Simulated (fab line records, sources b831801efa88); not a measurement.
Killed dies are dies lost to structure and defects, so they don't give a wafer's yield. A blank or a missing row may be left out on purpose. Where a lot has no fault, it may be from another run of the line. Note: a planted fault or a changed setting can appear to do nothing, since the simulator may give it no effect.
The tool behind it: which one? :: flow sky130 :: 11 lots, 33 wafers sampled, at 6 steps of a route of 708

WHAT EACH GAUGE READ, for each wafer
SKY_FIELD_ISO_BOW_MEAS_00.
lot: L784
measured: day 1 10:00
on: film-metro-02
INCOMING_BOW (um): 6 -2 4

lot: L786
measured: day 1 20:01
on: film-metro-04
INCOMING_BOW (um): -2 -4 3

lot: L787
measured: day 2 01:02
on: film-metro-01
INCOMING_BOW (um): 4 -6 -3

lot: L791
measured: day 2 21:00
on: film-metro-01
INCOMING_BOW (um): -1 -5 -1

lot: L792
measured: day 3 02:01
on: film-metro-02
INCOMING_BOW (um): 5 -9 5

lot: L793
measured: day 3 07:00
on: film-metro-04
INCOMING_BOW (um): 13 5 2

lot: L795
measured: day 3 17:01
on: film-metro-01
INCOMING_BOW (um): 1 4 3

lot: L796
measured: day 3 22:00
on: film-metro-01
INCOMING_BOW (um): 2 -6 -10

lot: L797
measured: day 4 03:01
on: film-metro-04
INCOMING_BOW (um): 4 -2 -4

lot: L805
measured: day 5 19:00
on: film-metro-04
INCOMING_BOW (um): 5 10 -11

lot: L806
measured: day 6 00:01
on: film-metro-04
INCOMING_BOW (um): 5 7 6

SKY_VT_ADJUST_LVTN_TW_MEAS_21.
lot: L784
measured: day 7 20:16
on: film-metro-03
VT_ADJUST_LVTN_2_TW: 184.4 184.9 186.1

lot: L786
measured: day 8 07:50
on: film-metro-02
VT_ADJUST_LVTN_2_TW: 189.3 189.3 189.3

lot: L787
measured: day 8 11:53
on: film-metro-02
VT_ADJUST_LVTN_2_TW: 189.3 190.3 189.1

lot: L791
measured: day 9 17:13
on: film-metro-02
VT_ADJUST_LVTN_2_TW: 189.6 188.9 190.2

lot: L792
measured: day 10 01:35
on: film-metro-02
VT_ADJUST_LVTN_2_TW: 190.2 190.0 189.5

lot: L793
measured: day 10 09:13
on: film-metro-03
VT_ADJUST_LVTN_2_TW: 29.7 29.8 29.6 29.9 29.8 29.7

lot: L795
measured: day 11 08:47
on: film-metro-03
VT_ADJUST_LVTN_2_TW: 186.0 185.0 185.6

lot: L796
measured: day 11 09:04
on: film-metro-02
VT_ADJUST_LVTN_2_TW: 187.4 188.1 188.6

lot: L797
measured: day 11 12:44
on: film-metro-01
VT_ADJUST_LVTN_2_TW: 190.2 189.9 188.8

lot: L805
measured: day 13 18:28
on: film-metro-02
VT_ADJUST_LVTN_2_TW: 187.3 188.3 188.2

lot: L806
measured: day 14 00:41
on: film-metro-01
VT_ADJUST_LVTN_2_TW: 189.2 187.6 189.3

SKY_SONOS_TUNNEL_OVL_MEAS_08.
lot: L784
measured: day 11 10:27
on: overlay-01
SONOS_TUNNEL_OVL (nm): 2.2 1.5 2.0

lot: L786
measured: day 12 02:22
on: overlay-01
SONOS_TUNNEL_OVL (nm): -1.8 -0.1 0.7

lot: L787
measured: day 12 05:43
on: overlay-01
SONOS_TUNNEL_OVL (nm): -0.5 -0.8 -0.8

lot: L791
measured: day 13 17:06
on: overlay-02
SONOS_TUNNEL_OVL (nm): 0.8 -0.6 -0.9

lot: L792
measured: day 14 09:58
on: overlay-01
SONOS_TUNNEL_OVL (nm): -0.5 -0.9 -0.3

lot: L795
measured: day 15 15:31
on: overlay-01
SONOS_TUNNEL_OVL (nm): -2.3 -1.4 -3.2

lot: L796
measured: day 15 15:39
on: overlay-02
SONOS_TUNNEL_OVL (nm): -1.5 -0.5 -2.5

lot: L797
measured: day 15 17:55
on: overlay-02
SONOS_TUNNEL_OVL (nm): 0.7 -2.2 0.5

lot: L805
measured: day 18 10:33
on: overlay-01
SONOS_TUNNEL_OVL (nm): 0.0 -0.7 -0.4

lot: L806
measured: day 18 16:55
on: overlay-01
SONOS_TUNNEL_OVL (nm): 1.8 2.1 1.2

WHAT TOOL EACH LOT RAN ON (gives the tool, then ch and the chambers of the sampled wafers, and finally the start)
lot: L784
SKY_VT_ADJUST_LVTN_STRIP_09: plasma-asher-01 ch 0, day 7 00:01
SKY_VT_ADJUST_LVTN_STRIP_20: plasma-asher-03 ch 0,1, day 7 20:10
SKY_VT_ADJUST_HVTR_STRIP_10: plasma-asher-02 ch 0, day 9 13:38

lot: L786
SKY_VT_ADJUST_LVTN_STRIP_09: plasma-asher-01 ch 0,1, day 7 11:19
SKY_VT_ADJUST_LVTN_STRIP_20: plasma-asher-04 ch 0,1, day 8 07:43
SKY_VT_ADJUST_HVTR_STRIP_10: plasma-asher-01 ch 0,1, day 10 02:59

lot: L787
SKY_VT_ADJUST_LVTN_STRIP_09: plasma-asher-01 ch 0,1, day 7 15:12
SKY_VT_ADJUST_LVTN_STRIP_20: plasma-asher-01 ch 0,1, day 8 11:47
SKY_VT_ADJUST_HVTR_STRIP_10: plasma-asher-04 ch 0,1, day 10 07:22

lot: L791
SKY_VT_ADJUST_LVTN_STRIP_09: plasma-asher-03 ch 0,1, day 8 19:52
SKY_VT_ADJUST_LVTN_STRIP_20: plasma-asher-03 ch 0,1, day 9 17:07
SKY_VT_ADJUST_HVTR_STRIP_10: plasma-asher-04 ch 0,1, day 11 15:59

lot: L792
SKY_VT_ADJUST_LVTN_STRIP_09: plasma-asher-03 ch 0,1, day 9 04:07
SKY_VT_ADJUST_LVTN_STRIP_20: plasma-asher-01 ch 0,1, day 10 01:28
SKY_VT_ADJUST_HVTR_STRIP_10: plasma-asher-04 ch 0,1, day 12 07:17

lot: L793
SKY_VT_ADJUST_LVTN_STRIP_09: plasma-asher-04 ch 1, day 9 10:31
SKY_VT_ADJUST_LVTN_STRIP_20: plasma-asher-01 ch 0,1, day 10 09:07
SKY_VT_ADJUST_HVTR_STRIP_10: -

lot: L795
SKY_VT_ADJUST_LVTN_STRIP_09: plasma-asher-03 ch 0,1, day 10 09:40
SKY_VT_ADJUST_LVTN_STRIP_20: plasma-asher-03 ch 0,1, day 11 08:40
SKY_VT_ADJUST_HVTR_STRIP_10: plasma-asher-04 ch 0,1, day 13 09:47

lot: L796
SKY_VT_ADJUST_LVTN_STRIP_09: plasma-asher-01 ch 0,1, day 10 10:01
SKY_VT_ADJUST_LVTN_STRIP_20: plasma-asher-01 ch 0,1, day 11 08:58
SKY_VT_ADJUST_HVTR_STRIP_10: plasma-asher-02 ch 0,1, day 13 10:05

lot: L797
SKY_VT_ADJUST_LVTN_STRIP_09: plasma-asher-03 ch 0,1, day 10 13:13
SKY_VT_ADJUST_LVTN_STRIP_20: plasma-asher-01 ch 0,1, day 11 12:37
SKY_VT_ADJUST_HVTR_STRIP_10: plasma-asher-01 ch 0,1, day 13 13:17

lot: L805
SKY_VT_ADJUST_LVTN_STRIP_09: plasma-asher-04 ch 0,1, day 12 16:58
SKY_VT_ADJUST_LVTN_STRIP_20: plasma-asher-01 ch 0,1, day 13 18:22
SKY_VT_ADJUST_HVTR_STRIP_10: plasma-asher-01 ch 0,1, day 16 00:20

lot: L806
SKY_VT_ADJUST_LVTN_STRIP_09: plasma-asher-04 ch 0,1, day 12 23:46
SKY_VT_ADJUST_LVTN_STRIP_20: plasma-asher-03 ch 0, day 14 00:34
SKY_VT_ADJUST_HVTR_STRIP_10: plasma-asher-04 ch 0,1, day 16 07:02
- SKY_VT_ADJUST_LVTN_STRIP_09: strips in O2/N2.
- SKY_VT_ADJUST_LVTN_STRIP_20: strips in O2/N2.
- SKY_VT_ADJUST_HVTR_STRIP_10: strips in O2/N2.

AS READ BY THE TOOLS THEMSELVES (means over the sampled wafers that have a number; for cases with no such wafer, the mark the record gives instead)
SKY_VT_ADJUST_LVTN_STRIP_09.
lot: L784
tool: plasma-asher-01
drypump-motor-current-A (A): 4.7
oes-product-au (a.u.): 0.721
strip-time-to-endpoint-s (s): 36.90

lot: L786
tool: plasma-asher-01
drypump-motor-current-A (A): 5.1
oes-product-au (a.u.): 0.720
strip-time-to-endpoint-s (s): 37.07

lot: L787
tool: plasma-asher-01
drypump-motor-current-A (A): 5.1
oes-product-au (a.u.): 0.723
strip-time-to-endpoint-s (s): 36.89

lot: L791
tool: plasma-asher-03
drypump-motor-current-A (A): 5.6
oes-product-au (a.u.): 0.720
strip-time-to-endpoint-s (s): 36.86

lot: L792
tool: plasma-asher-03
drypump-motor-current-A (A): 5.6
oes-product-au (a.u.): 0.724
strip-time-to-endpoint-s (s): 36.90

lot: L793
tool: plasma-asher-04
drypump-motor-current-A (A): 5.6
oes-product-au (a.u.): 0.885
strip-time-to-endpoint-s (s): -

lot: L795
tool: plasma-asher-03
drypump-motor-current-A (A): 5.8
oes-product-au (a.u.): 0.725
strip-time-to-endpoint-s (s): 36.88

lot: L796
tool: plasma-asher-01
drypump-motor-current-A (A): 5.5
oes-product-au (a.u.): 0.721
strip-time-to-endpoint-s (s): 36.95

lot: L797
tool: plasma-asher-03
drypump-motor-current-A (A): 5.8
oes-product-au (a.u.): 0.720
strip-time-to-endpoint-s (s): 36.93

lot: L805
tool: plasma-asher-04
drypump-motor-current-A (A): 5.7
oes-product-au (a.u.): 0.729
strip-time-to-endpoint-s (s): 37.00

lot: L806
tool: plasma-asher-04
drypump-motor-current-A (A): 5.6
oes-product-au (a.u.): 0.724
strip-time-to-endpoint-s (s): 36.84

SKY_VT_ADJUST_LVTN_STRIP_20.
lot: L784
tool: plasma-asher-03
drypump-motor-current-A (A): 5.8
oes-product-au (a.u.): 0.719
strip-time-to-endpoint-s (s): 14.12

lot: L786
tool: plasma-asher-04
drypump-motor-current-A (A): 5.7
oes-product-au (a.u.): 0.714
strip-time-to-endpoint-s (s): 14.20

lot: L787
tool: plasma-asher-01
drypump-motor-current-A (A): 5.1
oes-product-au (a.u.): 0.716
strip-time-to-endpoint-s (s): 14.24

lot: L791
tool: plasma-asher-03
drypump-motor-current-A (A): 5.8
oes-product-au (a.u.): 0.718
strip-time-to-endpoint-s (s): 14.25

lot: L792
tool: plasma-asher-01
drypump-motor-current-A (A): 5.5
oes-product-au (a.u.): 0.717
strip-time-to-endpoint-s (s): 14.24

lot: L793
tool: plasma-asher-01
drypump-motor-current-A (A): 5.1
oes-product-au (a.u.): 0.725
strip-time-to-endpoint-s (s): 49.09

lot: L795
tool: plasma-asher-03
drypump-motor-current-A (A): 5.8
oes-product-au (a.u.): 0.716
strip-time-to-endpoint-s (s): 14.20

lot: L796
tool: plasma-asher-01
drypump-motor-current-A (A): 5.1
oes-product-au (a.u.): 0.714
strip-time-to-endpoint-s (s): 14.27

lot: L797
tool: plasma-asher-01
drypump-motor-current-A (A): 5.1
oes-product-au (a.u.): 0.719
strip-time-to-endpoint-s (s): 14.13

lot: L805
tool: plasma-asher-01
drypump-motor-current-A (A): 5.1
oes-product-au (a.u.): 0.717
strip-time-to-endpoint-s (s): 14.26

lot: L806
tool: plasma-asher-03
drypump-motor-current-A (A): 5.9
oes-product-au (a.u.): 0.717
strip-time-to-endpoint-s (s): 14.13

SKY_VT_ADJUST_HVTR_STRIP_10.
lot: L784
tool: plasma-asher-02
drypump-motor-current-A (A): 5.6
oes-product-au (a.u.): 0.715
strip-time-to-endpoint-s (s): 14.15

lot: L786
tool: plasma-asher-01
drypump-motor-current-A (A): 5.1
oes-product-au (a.u.): 0.711
strip-time-to-endpoint-s (s): 14.21

lot: L787
tool: plasma-asher-04
drypump-motor-current-A (A): 5.7
oes-product-au (a.u.): 0.714
strip-time-to-endpoint-s (s): 14.17

lot: L791
tool: plasma-asher-04
drypump-motor-current-A (A): 5.7
oes-product-au (a.u.): 0.718
strip-time-to-endpoint-s (s): 14.21

lot: L792
tool: plasma-asher-04
drypump-motor-current-A (A): 5.6
oes-product-au (a.u.): 0.718
strip-time-to-endpoint-s (s): 14.20

lot: L795
tool: plasma-asher-04
drypump-motor-current-A (A): 5.7
oes-product-au (a.u.): 0.715
strip-time-to-endpoint-s (s): 14.21

lot: L796
tool: plasma-asher-02
drypump-motor-current-A (A): 5.4
oes-product-au (a.u.): 0.717
strip-time-to-endpoint-s (s): 14.15

lot: L797
tool: plasma-asher-01
drypump-motor-current-A (A): 5.1
oes-product-au (a.u.): 0.718
strip-time-to-endpoint-s (s): 14.15

lot: L805
tool: plasma-asher-01
drypump-motor-current-A (A): 5.5
oes-product-au (a.u.): 0.717
strip-time-to-endpoint-s (s): 14.17

lot: L806
tool: plasma-asher-04
drypump-motor-current-A (A): 5.7
oes-product-au (a.u.): 0.718
strip-time-to-endpoint-s (s): 14.19

THE ANSWER, worked out from the rows above alone
Rule: the usual values come from the lots themselves. The widest of any qualifying gaps counts: lots, ordered by their means at a reading, are off when they make up no more than a third of the lots, leave a main group of 4 or more, and stand apart from it by 3 or more times the standard deviation of that group's means. The tables above print the reading to a certain number of digits; a main group whose means all agree to those digits is not used. Also off: a lot with no number at a reading for which 4 or more lots have one. Any other lot the step has rows for is counted as sound. The gauges are gone through in route order, then the tools' own readings, and for those a lot's mean is taken as printed above. The first step at which some lot is off is used, and at that step the reading that is off furthest; a lot without a number counts as furthest.
Off: at SKY_VT_ADJUST_LVTN_TW_MEAS_21 (VT_ADJUST_LVTN_2_TW), L793. Mean 188.3 and standard deviation 1.6 in the main group.
A tool fits if, at a process step before that reading, it ran every lot that is off, and no sound lot after the first of them. The gauges at SKY_VT_ADJUST_LVTN_TW_MEAS_21 aren't tried: what is off there is off at SKY_VT_ADJUST_LVTN_STRIP_09 too, on other tools, and a gauge's error can't cause that. Not one of the candidates tried fits.

WHAT WAS PUT IN BY THE SIMULATOR
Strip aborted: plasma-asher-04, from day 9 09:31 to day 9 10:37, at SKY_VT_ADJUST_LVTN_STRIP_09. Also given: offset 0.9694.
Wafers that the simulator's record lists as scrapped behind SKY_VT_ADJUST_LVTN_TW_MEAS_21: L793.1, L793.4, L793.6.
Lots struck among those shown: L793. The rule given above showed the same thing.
